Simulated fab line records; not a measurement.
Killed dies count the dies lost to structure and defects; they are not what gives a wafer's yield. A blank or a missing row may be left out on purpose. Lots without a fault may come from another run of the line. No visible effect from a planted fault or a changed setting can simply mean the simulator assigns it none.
A lot that was struck, set against a sound lot	flow gf180mcu	19 steps out of a route of 602
Sound: wafers L955.1, L955.2, L955.6. The struck wafers were L966.2, L966.4, L966.5. Last of all comes the cause.
Order at every step that has rows: each side's tool, ch and its chambers, its first start. Under that, the readings that differ: sound wafers	struck wafers	difference of the means	sigmas: that difference in standard deviations of wafers without a fault.
alike: words and numbers the same on both sides, and readings whose means are apart by under 2 such deviations; not compared: readings that were withheld, readings missing a value for some wafer, numbers with overlapping values and no deviation given by the record, and bounds like >300 which may hide the same value.
Wherever a step has rows on one side only, a row that says differs or no value, or a row with sigmas, the two part there. Non-overlapping numbers with no deviation appear without sigmas and do not part them. A reading that every wafer of one side lacks parts them only if that side has two wafers or more.

GF_M3_STRIP_17: strips in O2/N2.
  sound on plasma-asher-03 ch 0,1, day 22 01:00; struck on plasma-asher-03 ch 0,1, day 25 23:18
  alike: drypump-motor-current-A, heater-power-w, oes-product-au, strip-time-to-endpoint-s
  not compared: rf-hours-counter-h
then, 3 steps without rows for these wafers: GF_M3_STRIP_18 (strips in post etch residue remover, time 1200 s); GF_M3_CLEAN_19 (cleans in DIW); GF_V3_CVD_00 (deposits SiO2, target thk 600 nm, time 100 s).
GF_V3_THK_MEAS_01:
  struck on film-metro-04, day 25 23:56; sound on film-metro-02, day 22 01:38
  alike: V3_CVD_00_THK
GF_V3_CVD_02: deposits SiO2 from TEOS, target thk 850 nm, time 94.851 s.
  sound on pecvd-04 ch 0,1,2, day 22 01:41; struck on pecvd-04 ch 0,1,2, day 25 23:59
  alike: heater-power-w, rf-fwd-power-W
GF_V3_THK_MEAS_03:
  struck on film-metro-03, day 26 00:04; sound on film-metro-04, day 22 01:46
  alike: V3_CVD_02_THK
GF_V3_CMP_04: polishes SiO2.
  sound on cmp-01 ch 2,3, day 22 01:52; struck on cmp-01 ch 0,1,2, day 26 00:10
  alike: edge-zone-pressure-frac, motor-current-A, time-to-endpoint-s
GF_V3_BOW_MEAS_05:
  struck on film-metro-03, day 26 00:26; sound on film-metro-02, day 22 02:07
  alike: V3_BOW
then, 3 steps without rows for these wafers: GF_V3_DEHYDRATE_06 (time 60 s); GF_V3_HMDS_07 (prime time 60 s); GF_V3_COAT_08.
GF_V3_COAT_09: resist thk 1000 nm.
  sound on litho-track-02 ch 0, day 22 13:00; struck on litho-track-03 ch 0, day 26 10:00
reading	sound	struck	difference	sigmas
model.KrF_of_V3_COAT_09.thk-nm (nm)	1001 1000 1002	960 960.9 960.4	-41	
then, 3 steps without rows for these wafers: GF_V3_SOFTBAKE_10 (time 60 s); GF_V3_EXPOSE_11 (exposes mask Via3, target cd 260 nm); GF_V3_PEB_12 (peb time 90 s).
GF_V3_DEVELOP_13: develop time 60 s.
  sound on litho-track-02 ch 0, day 23 00:52; struck on litho-track-02 ch 0, day 26 20:29
reading	sound	struck	difference	sigmas
model.KrF_of_V3_COAT_09.thk-nm (nm)	986 985.4 987.2	945 946 945.5	-41	
GF_V3_CD_MEAS_14: target cd 260 nm.
  struck on cd-sem-02, day 26 20:38; sound on cd-sem-02, day 23 01:01
  alike: cd-nm
-- the record jumps here: 6 days lie between the struck wafers' starts before and after (it left off in module V3 and takes up again in module PASSIVATION, whose first step shown is number 602 of the route) --
GF_PASSIVATION_PROBE_99:
  rows exist in the record for the struck wafers here (prober-02, day 32 17:57), but not for the sound ones

== WHERE THEY PART ==
GF_PASSIVATION_PROBE_99 only, going by this record.

WHY: what had been put in by the simulator
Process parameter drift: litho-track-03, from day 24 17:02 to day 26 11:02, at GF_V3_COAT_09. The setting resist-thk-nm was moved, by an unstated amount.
